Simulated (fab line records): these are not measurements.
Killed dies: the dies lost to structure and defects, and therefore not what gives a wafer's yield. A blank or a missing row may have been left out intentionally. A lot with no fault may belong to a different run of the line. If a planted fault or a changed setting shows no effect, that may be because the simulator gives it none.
fab line records -- flow sky130
[record] lots = 13, wafers = 39, last_day = 50
route steps=708 shown FIELD_ISO@5 NWELL@67 PAD_OPEN@708
lots with no fault: from the same line, run without faults
start_h: hours from the record's opening day to when the first of the lot's shown wafers began -- wait_h: how many hours have passed since the lot's step before this one -- " repeats the value in the row above -- L1.1+2: several wafers, shown together as one row -- - no value, or no start given -- * or withheld: withheld -- < > ~ a bound
route shown NAME@n: NAME is a module with steps in the file, n the number in the route of the first one -- usual: mean and standard deviation over wafers with no fault -- same: alike in all rows -- chamber/n: place in a boat -- sites: readings site by site -- _std_site: the values' standard deviation -- _edge_site: the outer-site mean with the inner-site mean subtracted -- radius_mm: how far each site lies from the wafer's centre -- mask NAME#n: copy n -- behind: the most recent tool/chamber to have shaped the wafer -- hold: the reason the lot was held/the length of the hold in hours/how it ended -- device: the transistor (n, p or np) that didn't switch -- end of line: tests of these same wafers at the route's end -- step lacking rows: just its recipe -- killed: the dies lost at the first sort to structure and to defects; this is not the yield of the wafer -- map: the dies of a wafer, with x for killed, . for not killed, _ for no die there
set.NAME: the setting that was run; set.NAME@STEP: the one run at that earlier step -- model.NAME: the simulator's own value behind a step, which no gauge read
a sample of lots followed through the steps of the route, with each step as a table and each wafer as a row
services: the hour from which a tool's chamber was out of use, counted from the record's first day as start_h (under 0 if before that day), plus the number of hours and why
[[steps]]
[step SKY_FIELD_ISO_THK_MEAS_04]
[recipe] reads = Si3N4_of_FIELD_ISO_CVD_03
[usual] FIELD_ISO_CVD_03_THK = 166.2/1.2
lot.wafer,tool,chamber,start_h,wait_h,FIELD_ISO_CVD_03_THK[nm]
L571.3,film_metro-03,-,25.56,0.0,162.8
L571.4,film_metro-03,-,25.56,0.0,164.8
L571.5,film_metro-03,-,25.56,0.0,163.7
L572.3,film_metro-01,-,29.72,0.0,165.2
L572.4,film_metro-01,-,29.72,0.0,164.1
L572.6,film_metro-01,-,29.72,0.0,165.4
L573.2,film_metro-01,-,33.93,0.0,165.6
L573.3,film_metro-01,-,33.93,0.0,165.9
L573.4,film_metro-01,-,33.93,0.0,164.5
L574.1,film_metro-01,-,38.48,0.0,166.1
L574.3,film_metro-01,-,38.48,0.0,166.0
L574.6,film_metro-01,-,38.48,0.0,165.9
L575.3,film_metro-01,-,46.28,0.0,166.8
L575.5,film_metro-01,-,46.28,0.0,166.3
L575.6,film_metro-01,-,46.28,0.0,166.6
L577.2,film_metro-02,-,53.49,0.0,167.3
L577.4,film_metro-02,-,53.49,0.0,167.2
L577.5,film_metro-02,-,53.49,0.0,166.3
L581.1,film_metro-02,-,73.48,0.0,168.3
L581.3,film_metro-02,-,73.48,0.0,169.1
L581.4,film_metro-02,-,73.48,0.0,168.5
L585.3,film_metro-03,-,94.85,0.0,165.6
L585.4,film_metro-03,-,94.85,0.0,166.4
L585.5,film_metro-03,-,94.85,0.0,166.3
L587.2,film_metro-03,-,104.35,0.0,166.7
L587.3,film_metro-03,-,104.35,0.0,167.2
L587.4,film_metro-03,-,104.35,0.0,167.0
L588.1,film_metro-01,-,109.37,0.0,167.4
L588.3,film_metro-01,-,109.37,0.0,166.5
L588.4,film_metro-01,-,109.37,0.0,166.0
L589.1,film_metro-02,-,115.66,0.0,165.5
L589.2,film_metro-02,-,115.66,0.0,164.7
L589.4,film_metro-02,-,115.66,0.0,165.8
L590.1,film_metro-02,-,120.83,0.0,167.8
L590.4,film_metro-02,-,120.83,0.0,166.9
L590.5,film_metro-02,-,120.83,0.0,166.1
L592.2,film_metro-01,-,130.13,0.0,167.9
L592.4,film_metro-01,-,130.13,0.0,167.6
L592.5,film_metro-01,-,130.13,0.0,166.4
[step SKY_FIELD_ISO_THK_MEAS_23]
[recipe] reads = SiO2_of_FIELD_ISO_OXIDATION_22
[usual] FIELD_ISO_OXIDATION_01_THK = 10.03/0.17
lot.wafer,tool,chamber,start_h,wait_h,FIELD_ISO_OXIDATION_01_THK[nm]
L571.3,film_metro-01,-,44.56,0.0,9.96
L571.4,film_metro-01,-,44.56,0.0,9.80
L571.5,film_metro-01,-,44.56,0.0,9.77
L572.3,film_metro-02,-,48.05,0.0,10.15
L572.4,film_metro-02,-,48.05,0.0,10.13
L572.6,film_metro-02,-,48.05,0.0,10.01
L573.2,film_metro-03,-,52.81,0.0,10.05
L573.3,film_metro-03,-,52.81,0.0,10.04
L573.4,film_metro-03,-,52.81,0.0,10.20
L574.1,film_metro-02,-,57.80,0.0,10.26
L574.3,film_metro-02,-,57.80,0.0,10.39
L574.6,film_metro-02,-,57.80,0.0,10.33
L575.3,film_metro-03,-,64.56,0.0,10.20
L575.5,film_metro-03,-,64.56,0.0,9.97
L575.6,film_metro-03,-,64.56,0.0,10.18
L577.2,film_metro-03,-,71.85,0.0,10.11
L577.4,film_metro-03,-,71.85,0.0,10.21
L577.5,film_metro-03,-,71.85,0.0,10.26
L581.1,film_metro-02,-,92.81,0.0,10.28
L581.3,film_metro-02,-,92.81,0.0,10.28
L581.4,film_metro-02,-,92.81,0.0,10.29
L585.3,film_metro-01,-,115.75,0.0,9.99
L585.4,film_metro-01,-,115.75,0.0,10.01
L585.5,film_metro-01,-,115.75,0.0,9.93
L587.2,film_metro-03,-,126.77,0.0,10.08
L587.3,film_metro-03,-,126.77,0.0,10.17
L587.4,film_metro-03,-,126.77,0.0,10.09
L588.1,film_metro-02,-,130.18,0.0,10.17
L588.3,film_metro-02,-,130.18,0.0,9.97
L588.4,film_metro-02,-,130.18,0.0,9.94
L589.1,film_metro-01,-,137.00,0.0,9.82
L589.2,film_metro-01,-,137.00,0.0,9.86
L589.4,film_metro-01,-,137.00,0.0,9.84
L590.1,film_metro-01,-,143.68,0.0,9.92
L590.4,film_metro-01,-,143.68,0.0,9.99
L590.5,film_metro-01,-,143.68,0.0,9.95
L592.2,film_metro-03,-,152.81,0.0,10.22
L592.4,film_metro-03,-,152.81,0.0,9.97
L592.5,film_metro-03,-,152.81,0.0,10.00
[step SKY_FIELD_ISO_WET_ETCH_28]
[recipe] chemistry = dHF, target_depth_nm = 23.7, target = SiO2, dilution = 10:1, temp_c = 25, time_s = 47
[usual] run_length_s = 76/3.2
lot.wafer,tool,chamber,start_h,wait_h,run_length_s
L571.3,wet_bench-01,0,47.16,0.2,79
L571.4,wet_bench-01,0,47.16,0.2,79
L571.5,wet_bench-01,0,47.16,0.2,79
L572.3,wet_bench-02,0,51.01,0.2,72
L572.4,wet_bench-02,0,51.01,0.2,72
L572.6,wet_bench-02,0,51.01,0.2,72
L573.2,wet_bench-01,2,55.26,0.1,74
L573.3,wet_bench-01,2,55.26,0.1,74
L573.4,wet_bench-01,2,55.26,0.1,74
L574.1,wet_bench-01,2,60.85,0.1,80
L574.3,wet_bench-01,2,60.85,0.1,80
L574.6,wet_bench-01,2,60.85,0.1,80
L575.3,wet_bench-02,2,66.53,0.1,74
L575.5,wet_bench-02,2,66.53,0.1,74
L575.6,wet_bench-02,2,66.53,0.1,74
L577.2,wet_bench-01,3,73.84,0.1,74
L577.4,wet_bench-01,3,73.84,0.1,74
L577.5,wet_bench-01,3,73.84,0.1,74
L581.1,wet_bench-01,1,94.80,0.2,73
L581.3,wet_bench-01,1,94.80,0.2,73
L581.4,wet_bench-01,1,94.80,0.2,73
L585.3,wet_bench-02,0,119.04,0.1,50
L585.4,wet_bench-02,0,119.04,0.1,50
L585.5,wet_bench-02,0,119.04,0.1,50
L587.2,wet_bench-02,1,129.01,0.1,80
L587.3,wet_bench-02,1,129.01,0.1,80
L587.4,wet_bench-02,1,129.01,0.1,80
L588.1,wet_bench-01,0,133.23,0.2,80
L588.3,wet_bench-01,0,133.23,0.2,80
L588.4,wet_bench-01,0,133.23,0.2,80
L589.1,wet_bench-03,2,138.99,0.1,76
L589.2,wet_bench-03,2,138.99,0.1,76
L589.4,wet_bench-03,2,138.99,0.1,76
L590.1,wet_bench-03,1,145.67,0.1,74
L590.4,wet_bench-03,1,145.67,0.1,74
L590.5,wet_bench-03,1,145.67,0.1,74
L592.2,wet_bench-01,3,154.80,0.1,80
L592.4,wet_bench-01,3,154.80,0.1,80
L592.5,wet_bench-01,3,154.80,0.1,80
[step SKY_NWELL_STRIP_14]
[recipe] chemistry = O2/N2, power_w = 1400, pressure_mtorr = 1500, platen_temp_c = withheld, o2_flow_sccm = 3000, n2_flow_sccm = 300, overash_fraction = 0.5
[usual] chamber_pressure_mTorr = 1500.0/1.4, drypump_motor_current_A = 5.64/0.17, oes_product_au = 0.722/0.0046, strip_time_to_endpoint_s = 36.97/0.1
lot.wafer,tool,chamber,start_h,wait_h,chamber_pressure_mTorr,drypump_motor_current_A,oes_product_au,rf_hours_counter_h,strip_time_to_endpoint_s
L571.3,plasma_asher-01,1,100.16,0.1,1498.5,5.94,0.718,-,37.21
L571.4,plasma_asher-01,0,100.16,0.1,1501.5,5.47,0.718,-,37.21
L571.5,plasma_asher-01,1,100.16,0.1,1502.8,5.96,0.723,-,37.05
L572.3,plasma_asher-03,0,106.26,0.1,1502.6,5.65,0.718,-,37.06
L572.4,plasma_asher-03,1,106.26,0.1,1500.8,5.69,0.724,-,37.04
L572.6,plasma_asher-03,1,106.26,0.1,1498.0,5.69,0.724,-,37.05
L573.2,plasma_asher-01,0,110.82,0.1,1499.5,5.46,0.721,44,37.11
L573.3,plasma_asher-01,1,110.82,0.1,1498.9,5.94,0.724,-,36.96
L573.4,plasma_asher-01,0,110.82,0.1,1501.4,5.47,0.719,-,36.97
L574.1,plasma_asher-03,1,116.12,0.1,1499.9,5.67,0.712,42,36.87
L574.3,plasma_asher-03,0,116.12,0.1,1500.5,5.61,0.721,-,36.89
L574.6,plasma_asher-03,1,116.12,0.1,1500.0,5.69,0.720,-,36.85
L575.3,plasma_asher-02,0,122.59,0.1,1498.9,5.37,0.727,-,36.95
L575.5,plasma_asher-02,1,122.59,0.1,1499.7,5.58,0.725,-,37.05
L575.6,plasma_asher-02,0,122.59,0.1,1499.1,5.33,0.732,-,37.07
L577.2,plasma_asher-02,0,130.67,0.1,1500.1,5.34,0.718,31,36.88
L577.4,plasma_asher-02,0,130.67,0.1,1500.1,5.35,0.725,-,36.84
L577.5,plasma_asher-02,0,130.67,0.1,1498.1,5.34,0.717,-,36.84
L581.1,plasma_asher-02,0,155.02,0.1,1501.2,5.36,0.726,33,36.94
L581.3,plasma_asher-02,0,155.02,0.1,1500.6,5.36,0.725,-,36.97
L581.4,plasma_asher-02,1,155.02,0.1,1499.0,5.59,0.720,-,37.04
L585.3,plasma_asher-03,1,180.01,0.1,1498.5,5.66,0.715,-,36.86
L585.4,plasma_asher-03,0,180.01,0.1,1500.8,5.62,0.722,-,36.84
L585.5,plasma_asher-03,0,180.01,0.1,1500.7,5.61,0.724,-,36.86
L587.2,plasma_asher-02,1,193.12,0.1,1499.9,5.59,0.719,37,36.91
L587.3,plasma_asher-02,1,193.12,0.1,1498.0,5.59,0.728,-,36.97
L587.4,plasma_asher-02,0,193.12,0.1,1498.3,5.38,0.722,-,36.98
L588.1,plasma_asher-03,0,198.33,0.1,1499.0,5.63,0.729,51,36.91
L588.3,plasma_asher-03,0,198.33,0.1,1498.6,5.62,0.716,-,36.88
L588.4,plasma_asher-03,1,198.33,0.1,1500.0,5.71,0.722,-,36.92
L589.1,plasma_asher-03,0,202.72,0.1,1498.8,5.64,0.726,51,36.93
L589.2,plasma_asher-03,1,202.72,0.1,1500.3,5.66,0.721,51,37.08
L589.4,plasma_asher-03,0,202.72,0.1,1500.0,5.63,0.713,-,36.97
L590.1,plasma_asher-03,1,211.48,0.1,1498.9,5.66,0.728,52,37.08
L590.4,plasma_asher-03,1,211.48,0.1,1501.4,5.66,0.725,-,37.04
L590.5,plasma_asher-03,0,211.48,0.1,1500.7,5.61,0.728,-,37.00
L592.2,plasma_asher-03,0,221.71,0.1,1499.4,5.66,0.728,53,37.11
L592.4,plasma_asher-03,1,221.71,0.1,1499.1,5.67,0.723,-,36.94
L592.5,plasma_asher-03,0,221.71,0.1,1499.5,5.62,0.731,-,37.09
[step SKY_PAD_OPEN_PROBE_99]
[usual] killed_at_M0_to_M3 = 43/6.5, killed_at_M4_up = 3.2/1.8, killed_at_contacts = 26/5.2, killed_at_front_end = 16/4.8, killed_at_other = 0.3/0.6, killed_dies = 89/9.6, killed_on_rim = 17/3.7, killed_open = 48/7.1, killed_short = 40/6.4
[same] gross_dies = 492, killed_at_back_side = 0
lot.wafer,tool,chamber,start_h,wait_h,killed_at_M0_to_M3,killed_at_M4_up,killed_at_contacts,killed_at_front_end,killed_at_other,killed_dies,killed_on_rim,killed_open,killed_short
L571.3,prober-02,-,1093.38,0.2,40,2,28,14,1,85,11,36,48
L571.4,prober-02,-,1093.43,0.2,40,1,34,20,0,95,14,54,41
L571.5,prober-02,-,1093.48,0.2,46,3,33,12,2,96,20,51,44
L572.3,prober-02,-,1096.58,0.2,41,3,24,13,0,81,12,47,33
L572.4,prober-02,-,1096.63,0.2,46,1,26,15,0,88,19,40,48
L572.6,prober-02,-,1096.73,0.2,55,1,27,22,0,105,15,57,48
L573.2,prober-02,-,1099.98,0.1,37,8,31,15,0,91,12,55,36
L573.3,prober-02,-,1100.03,0.2,47,3,35,19,0,104,23,52,52
L573.4,prober-02,-,1100.08,0.2,37,3,23,13,0,76,11,49,27
L574.1,prober-02,-,1109.15,0.1,44,8,27,22,1,102,18,46,52
L574.3,prober-02,-,1109.25,0.2,49,2,22,17,0,90,22,51,39
L574.6,prober-02,-,1109.40,0.2,48,3,23,15,1,90,12,40,49
L575.3,prober-02,-,1116.09,0.2,41,5,26,20,0,92,25,49,43
L575.5,prober-02,-,1116.19,0.2,40,3,36,16,0,95,21,41,54
L575.6,prober-02,-,1116.24,0.2,46,3,23,26,0,98,19,49,49
L577.2,prober-01,-,1119.29,0.1,49,3,23,11,0,86,21,62,24
L577.4,prober-01,-,1119.39,0.2,41,4,22,12,1,80,13,42,38
L577.5,prober-01,-,1119.44,0.2,45,2,20,12,0,79,20,50,29
L581.1,prober-01,-,1143.05,0.1,29,4,33,16,0,82,15,44,38
L581.3,prober-01,-,1143.15,0.2,35,3,16,10,0,64,10,44,20
L581.4,prober-01,-,1143.20,0.2,55,4,26,15,0,100,17,55,45
L585.3,prober-01,-,1170.37,0.2,44,5,23,16,0,88,17,51,35
L585.4,prober-01,-,1170.42,0.2,49,1,27,14,1,92,18,54,35
L585.5,prober-01,-,1170.47,0.2,37,5,24,13,0,79,17,47,31
L587.2,prober-01,-,1174.80,0.1,44,4,21,16,3,88,20,48,37
L587.3,prober-01,-,1174.85,0.2,39,4,28,21,1,93,17,52,41
L587.4,prober-01,-,1174.90,0.2,48,3,25,16,0,92,19,53,39
L588.1,prober-02,-,1177.16,0.1,43,3,28,16,0,90,18,42,47
L588.3,prober-02,-,1177.26,0.2,44,2,22,17,0,85,14,41,43
L588.4,prober-02,-,1177.31,0.2,39,2,27,27,0,95,17,39,54
L589.1,prober-01,-,1182.96,0.1,52,3,22,12,1,90,14,51,39
L589.2,prober-01,-,1183.01,0.1,55,1,32,17,0,105,18,53,52
L589.4,prober-01,-,1183.11,0.2,52,3,24,15,0,94,18,57,37
L590.1,prober-02,-,1190.20,0.1,39,4,22,8,0,73,14,39,34
L590.4,prober-02,-,1190.35,0.2,31,4,24,11,0,70,12,39,31
L590.5,prober-02,-,1190.40,0.2,33,6,21,11,0,71,11,36,35
L592.2,prober-02,-,1199.08,0.1,43,5,36,13,0,97,18,52,45
L592.4,prober-02,-,1199.18,0.2,39,2,25,16,0,82,8,40,42
L592.5,prober-02,-,1199.23,0.2,52,2,31,11,0,96,21,46,50
// killed by level:class
L571.3 VIA1:geometric_particle:open=10 LI_CONTACT:geometric_particle:short=8 LI_CONTACT:geometric_particle:open=6 LOCAL_INTERCONNECT:geometric_particle:short=6 CONTACT:geometric_particle:open=5 VIA2:geometric_particle:open=5 FIELD_ISO:geometric_particle:short=4 METAL1:geometric_particle:short=4
L571.4 CONTACT:geometric_particle:open=13 VIA1:geometric_particle:open=10 LI_CONTACT:geometric_particle:open=9 LOCAL_INTERCONNECT:geometric_particle:short=7 METAL2:geometric_particle:short=7 FIELD_ISO:geometric_particle:open=6 VIA2:geometric_particle:open=6 POLY_GATE:geometric_particle:short=5
L571.5 VIA3:geometric_particle:open=12 CONTACT:geometric_particle:open=11 VIA1:geometric_particle:open=11 CONTACT:geometric_particle:short=10 VIA1:geometric_particle:short=6 LOCAL_INTERCONNECT:geometric_particle:short=5 POLY_GATE:geometric_particle:short=4 LI_CONTACT:geometric_particle:open=4
L572.3 VIA1:geometric_particle:open=11 FIELD_ISO:geometric_particle:open=7 LOCAL_INTERCONNECT:geometric_particle:short=7 VIA3:geometric_particle:open=7 CONTACT:geometric_particle:open=6 VIA2:geometric_particle:open=6 METAL1:geometric_particle:short=5 LI_CONTACT:geometric_particle:open=4
L572.4 VIA2:geometric_particle:open=11 LOCAL_INTERCONNECT:geometric_particle:short=8 VIA1:geometric_particle:open=8 FIELD_ISO:geometric_particle:short=7 CONTACT:geometric_particle:open=7 LI_CONTACT:geometric_particle:short=5 METAL1:geometric_particle:short=5 METAL2:geometric_particle:short=5
L572.6 VIA1:geometric_particle:open=16 FIELD_ISO:geometric_particle:open=9 VIA1:geometric_particle:short=8 LI_CONTACT:geometric_particle:open=7 CONTACT:geometric_particle:open=7 VIA3:geometric_particle:open=6 METAL2:geometric_particle:short=6 CONTACT:geometric_particle:short=5
L573.2 CONTACT:geometric_particle:open=11 LI_CONTACT:geometric_particle:open=9 VIA2:geometric_particle:open=8 VIA1:geometric_particle:open=7 FIELD_ISO:geometric_particle:open=6 METAL4:geometric_particle:short=6 FIELD_ISO:geometric_particle:short=4 LOCAL_INTERCONNECT:geometric_particle:short=4
L573.3 CONTACT:geometric_particle:open=10 METAL2:geometric_particle:short=9 VIA1:geometric_particle:open=8 LI_CONTACT:geometric_particle:open=8 LOCAL_INTERCONNECT:geometric_particle:short=7 METAL1:geometric_particle:short=6 VIA2:geometric_particle:open=6 POLY_GATE:geometric_particle:short=5
L573.4 LI_CONTACT:geometric_particle:open=11 VIA1:geometric_particle:open=8 VIA3:geometric_particle:open=8 CONTACT:geometric_particle:open=7 METAL1:geometric_particle:short=6 VIA2:geometric_particle:open=4 POLY_CUT:geometric_particle:open=3 METAL4:geometric_particle:short=3
L574.1 VIA1:geometric_particle:open=9 VIA1:geometric_particle:short=9 POLY_GATE:geometric_particle:short=8 LI_CONTACT:geometric_particle:open=8 VIA3:geometric_particle:open=7 CONTACT:geometric_particle:open=5 CONTACT:geometric_particle:short=5 METAL1:geometric_particle:short=5
L574.3 VIA1:geometric_particle:open=11 VIA1:geometric_particle:short=10 VIA2:geometric_particle:open=7 VIA3:geometric_particle:open=7 LI_CONTACT:geometric_particle:open=6 CONTACT:geometric_particle:short=6 POLY_GATE:geometric_particle:short=5 METAL1:geometric_particle:short=4
L574.6 VIA1:geometric_particle:open=11 METAL1:geometric_particle:short=10 CONTACT:geometric_particle:open=7 LOCAL_INTERCONNECT:geometric_particle:short=6 METAL2:geometric_particle:short=6 VIA3:geometric_particle:open=5 METAL3:geometric_particle:short=5 FIELD_ISO:geometric_particle:short=4
L575.3 LI_CONTACT:geometric_particle:open=8 CONTACT:geometric_particle:open=8 VIA1:geometric_particle:short=6 VIA1:geometric_particle:open=6 METAL2:geometric_particle:short=6 POLY_GATE:geometric_particle:open=5 POLY_GATE:geometric_particle:short=4 SPACER:geometric_particle:open=4
L575.5 CONTACT:geometric_particle:short=13 CONTACT:geometric_particle:open=10 LI_CONTACT:geometric_particle:open=8 VIA1:geometric_particle:short=7 METAL2:geometric_particle:short=7 FIELD_ISO:geometric_particle:short=6 VIA1:geometric_particle:open=6 FIELD_ISO:geometric_particle:open=5
L575.6 VIA1:geometric_particle:open=12 CONTACT:geometric_particle:open=8 METAL1:geometric_particle:short=7 FIELD_ISO:geometric_particle:short=6 LI_CONTACT:geometric_particle:open=6 VIA1:geometric_particle:short=6 METAL2:geometric_particle:short=6 FIELD_ISO:geometric_particle:open=5
L577.2 LI_CONTACT:geometric_particle:open=13 VIA1:geometric_particle:open=11 VIA3:geometric_particle:open=8 VIA2:geometric_particle:open=7 CONTACT:geometric_particle:open=7 METAL2:geometric_particle:short=6 POLY_GATE:geometric_particle:open=4 METAL1:geometric_particle:open=4
L577.4 VIA1:geometric_particle:open=10 LI_CONTACT:geometric_particle:open=7 CONTACT:geometric_particle:short=7 METAL1:geometric_particle:short=6 VIA3:geometric_particle:open=6 CONTACT:geometric_particle:open=5 VIA2:geometric_particle:open=4 METAL2:geometric_particle:short=4
L577.5 VIA1:geometric_particle:open=11 CONTACT:geometric_particle:open=8 METAL1:geometric_particle:short=7 LI_CONTACT:geometric_particle:open=7 METAL3:geometric_particle:short=7 POLY_GATE:geometric_particle:open=5 VIA3:geometric_particle:open=5 METAL1:geometric_particle:open=3
L581.1 CONTACT:geometric_particle:open=16 CONTACT:geometric_particle:short=10 POLY_GATE:geometric_particle:open=5 VIA2:geometric_particle:open=5 VIA3:geometric_particle:open=5 LI_CONTACT:geometric_particle:open=4 VIA1:geometric_particle:open=4 METAL4:geometric_particle:short=4
L581.3 VIA1:geometric_particle:open=9 VIA2:geometric_particle:open=9 LI_CONTACT:geometric_particle:open=6 CONTACT:geometric_particle:open=5 VIA3:geometric_particle:open=5 POLY_GATE:geometric_particle:open=4 CONTACT:geometric_particle:short=4 METAL1:geometric_particle:short=4
L581.4 CONTACT:geometric_particle:open=13 VIA3:geometric_particle:open=11 VIA1:geometric_particle:open=10 METAL1:geometric_particle:short=9 VIA1:geometric_particle:short=6 VIA2:geometric_particle:open=5 METAL2:geometric_particle:short=5 FIELD_ISO:geometric_particle:open=4
L585.3 VIA1:geometric_particle:open=17 CONTACT:geometric_particle:open=9 VIA2:geometric_particle:open=7 POLY_GATE:geometric_particle:short=6 CONTACT:geometric_particle:short=5 METAL1:geometric_particle:open=5 METAL4:geometric_particle:short=5 LOCAL_INTERCONNECT:geometric_particle:short=4
L585.4 VIA1:geometric_particle:open=16 CONTACT:geometric_particle:open=12 VIA2:geometric_particle:open=6 VIA3:geometric_particle:open=5 CONTACT:geometric_particle:short=5 VIA1:geometric_particle:short=5 METAL2:geometric_particle:short=5 POLY_GATE:geometric_particle:short=4
L585.5 VIA1:geometric_particle:open=14 CONTACT:geometric_particle:open=7 LI_CONTACT:geometric_particle:open=7 VIA3:geometric_particle:open=6 CONTACT:geometric_particle:short=5 VIA2:geometric_particle:open=5 METAL4:geometric_particle:short=5 VIA1:geometric_particle:short=4
L587.2 VIA1:geometric_particle:open=12 POLY_GATE:geometric_particle:short=7 METAL1:geometric_particle:short=7 VIA2:geometric_particle:open=7 VIA3:geometric_particle:open=7 CONTACT:geometric_particle:open=6 LOCAL_INTERCONNECT:geometric_particle:short=5 POLY_GATE:geometric_particle:open=4
L587.3 VIA1:geometric_particle:open=13 POLY_GATE:geometric_particle:short=9 CONTACT:geometric_particle:open=9 CONTACT:geometric_particle:short=7 LI_CONTACT:geometric_particle:open=6 POLY_GATE:geometric_particle:open=5 METAL1:geometric_particle:short=4 VIA1:geometric_particle:short=4
L587.4 VIA1:geometric_particle:open=14 CONTACT:geometric_particle:open=12 METAL2:geometric_particle:short=8 VIA3:geometric_particle:open=6 FIELD_ISO:geometric_particle:short=5 POLY_GATE:geometric_particle:short=5 VIA2:geometric_particle:open=5 CONTACT:geometric_particle:short=4
L588.1 CONTACT:geometric_particle:open=11 METAL2:geometric_particle:short=8 LI_CONTACT:geometric_particle:open=7 VIA1:geometric_particle:open=7 FIELD_ISO:geometric_particle:short=6 VIA3:geometric_particle:short=6 METAL3:geometric_particle:short=5 VIA3:geometric_particle:open=5
L588.3 VIA1:geometric_particle:open=11 LI_CONTACT:geometric_particle:open=7 LI_CONTACT:geometric_particle:short=5 VIA2:geometric_particle:open=5 METAL1:geometric_particle:short=5 METAL2:geometric_particle:short=5 FIELD_ISO:geometric_particle:short=4 FIELD_ISO:geometric_particle:open=4
L588.4 FIELD_ISO:geometric_particle:short=9 METAL1:geometric_particle:short=8 VIA3:geometric_particle:open=8 CONTACT:geometric_particle:open=7 POLY_GATE:geometric_particle:short=6 LI_CONTACT:geometric_particle:open=6 LOCAL_INTERCONNECT:geometric_particle:short=6 FIELD_ISO:geometric_particle:open=5
L589.1 VIA1:geometric_particle:open=14 LI_CONTACT:geometric_particle:open=9 VIA2:geometric_particle:open=8 METAL1:geometric_particle:short=8 CONTACT:geometric_particle:open=7 VIA3:geometric_particle:open=7 FIELD_ISO:geometric_particle:short=6 LOCAL_INTERCONNECT:geometric_particle:short=5
L589.2 CONTACT:geometric_particle:open=14 VIA3:geometric_particle:open=12 METAL1:geometric_particle:short=10 LI_CONTACT:geometric_particle:open=7 METAL3:geometric_particle:short=6 FIELD_ISO:geometric_particle:short=5 VIA1:geometric_particle:open=5 LOCAL_INTERCONNECT:geometric_particle:short=5
L589.4 VIA3:geometric_particle:open=13 VIA1:geometric_particle:open=12 CONTACT:geometric_particle:open=8 VIA2:geometric_particle:open=7 LI_CONTACT:geometric_particle:open=6 LOCAL_INTERCONNECT:geometric_particle:short=6 METAL1:geometric_particle:short=6 FIELD_ISO:geometric_particle:open=5
L590.1 VIA1:geometric_particle:open=10 LI_CONTACT:geometric_particle:open=7 CONTACT:geometric_particle:open=7 METAL3:geometric_particle:short=6 VIA1:geometric_particle:short=5 VIA2:geometric_particle:short=4 FIELD_ISO:geometric_particle:short=3 CONTACT:geometric_particle:short=3
L590.4 VIA1:geometric_particle:open=7 LI_CONTACT:geometric_particle:open=7 CONTACT:geometric_particle:open=6 METAL2:geometric_particle:short=6 VIA3:geometric_particle:open=5 POLY_GATE:geometric_particle:open=4 LOCAL_INTERCONNECT:geometric_particle:short=4 CONTACT:geometric_particle:short=4
L590.5 VIA1:geometric_particle:open=8 CONTACT:geometric_particle:open=7 METAL2:geometric_particle:short=6 LI_CONTACT:geometric_particle:open=6 VIA1:geometric_particle:short=5 METAL4:geometric_particle:short=5 POLY_GATE:geometric_particle:short=4 LOCAL_INTERCONNECT:geometric_particle:short=4
L592.2 VIA1:geometric_particle:open=11 CONTACT:geometric_particle:open=10 LI_CONTACT:geometric_particle:open=7 CONTACT:geometric_particle:short=7 LI_CONTACT:geometric_particle:short=6 METAL2:geometric_particle:short=6 VIA2:geometric_particle:open=6 POLY_GATE:geometric_particle:open=5
L592.4 VIA1:geometric_particle:open=8 LI_CONTACT:geometric_particle:open=8 CONTACT:geometric_particle:short=7 POLY_GATE:geometric_particle:short=6 CONTACT:geometric_particle:open=6 METAL2:geometric_particle:short=5 VIA3:geometric_particle:open=5 METAL1:geometric_particle:short=4
L592.5 CONTACT:geometric_particle:open=11 VIA1:geometric_particle:open=10 LOCAL_INTERCONNECT:geometric_particle:short=8 METAL1:geometric_particle:short=8 VIA3:geometric_particle:open=7 METAL2:geometric_particle:short=6 LI_CONTACT:geometric_particle:open=5 VIA2:geometric_particle:open=5
[[services]]
tool,chamber,start_h,hours,kind
plasma_asher-01,-,34.37,2.2,repair
plasma_asher-02,-,88.56,14.1,repair
plasma_asher-02,-,179.21,4.6,repair
plasma_asher-01,-,189.02,2.8,pm
plasma_asher-02,-,197.42,2.8,pm
plasma_asher-01,-,206.80,1.6,repair
[[key]]
[first_sign] step = SKY_FIELD_ISO_WET_ETCH_28, reading = run_length_s, direction = down, sigmas = 8, usual = *, struck = *
effect none on later readings
met_at SKY_FIELD_ISO_WET_ETCH_28
struck_lots L585
struck_wafers L585.3,L585.4,L585.5
tester_left_out L585
not_acting_at SKY_FIELD_ISO_THK_MEAS_04,SKY_FIELD_ISO_THK_MEAS_23,SKY_NWELL_STRIP_14
onset_between 51.01 119.04
[fault] kind = process_parameter_drift, tool = wet_bench-02, chamber = 0, onset_h = 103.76, steps = SKY_FIELD_ISO_WET_ETCH_28, channel = time_s, offset = *, shape = step, end_h = 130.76, acts_in = *, stated = *
// tester_left_out: of these lots the tester's yield and bins aren't shown, on N5 and GAA mostly nor the transistor test; their killed dies are dies lost to structure and defects alone, not to doping, threshold or leakage, so they don't give the yield
